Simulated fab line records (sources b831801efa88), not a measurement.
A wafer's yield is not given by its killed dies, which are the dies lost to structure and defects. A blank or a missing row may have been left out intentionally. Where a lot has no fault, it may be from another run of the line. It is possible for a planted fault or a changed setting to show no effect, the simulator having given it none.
One fault seen from 2 desks ; flow gf180mcu ; what lay behind the numbers comes last; until then each desk has only its own

== DESK OF THE TOOL OWNER: litho_track-03 ==
The tool's own readings at GF_V5_PEB_12 (peb time 90 s): means of the sampled wafers that have a number, for each lot that ran on this tool. If a lot's mean is further than 4 standard deviations from the usual mean, the lot is out of limits and carries the mark OUT (the distance appears in the brackets).
Columns: A = heater_power_total_W at GF_V5_PEB_12, usual 85.69 W
lot;first seen here;A
L554;day 29 15:36;85.69
L562;day 32 01:03;91.55 (+71) OUT
L563;day 32 05:18;91.81 (+75) OUT
This desk finds L562, L563 out of limits, L562 being first, at day 32 01:03 (heater_power_total_W at GF_V5_PEB_12). L554 stayed within limits.

== METROLOGY DESK ==
Lot by lot, what the gauges showed, no matter which tool ran the lot: averages of those sampled wafers that carry a number. If a lot's mean is further than 4 standard deviations from the usual mean, the lot is out of limits and carries the mark OUT (the distance appears in the brackets).
Columns: A = V5_CVD_00_THK at GF_V5_THK_MEAS_01, usual 299 nm; B = V5_CVD_02_THK at GF_V5_THK_MEAS_03, usual 1451 nm; C = V5_BOW at GF_V5_BOW_MEAS_05, usual 132 um; D = cd_nm at GF_V5_CD_MEAS_14, usual 260.2 nm; E = V5_OVL at GF_V5_OVL_MEAS_15, usual -5 nm
lot;first seen here;A;B;C;D;E
L550;day 27 15:16;297;1443;142;260.4;-11
L552;day 28 05:01;302;1480;132;260.2;3
L554;day 28 20:17;304;1455;133;261.8;0
L557;day 30 02:32;291;1474;140;261.9;-3
L562;day 31 07:58;294;1434;132;256.4;-12
L563;day 31 12:05;292;1473;128;254.2 (-4.6) OUT;-8
This desk finds L563 out of limits, L563 being first, at day 32 05:37 (cd_nm at GF_V5_CD_MEAS_14). L550, L552, L554, L557, L562 stayed within limits.

== ALL TOGETHER ==
The tool owner's desk could have raised an alarm at day 32 01:03, on L562, L563.
L563 would have let the metrology desk raise an alarm at day 32 05:37.
The metrology desk has L562 on record, within its limits.
All the named lots went through GF_V5_PEB_12 on litho_track-03.

== WHAT WAS PUT IN BY THE SIMULATOR ==
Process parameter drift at GF_V5_PEB_12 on litho_track-03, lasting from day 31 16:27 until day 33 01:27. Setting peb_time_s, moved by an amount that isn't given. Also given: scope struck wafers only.
Struck lots among those shown: L562, L563.
Time in hours from fault onset to the first out-of-limits reading at each desk: tool owner's desk 9, metrology desk 13.
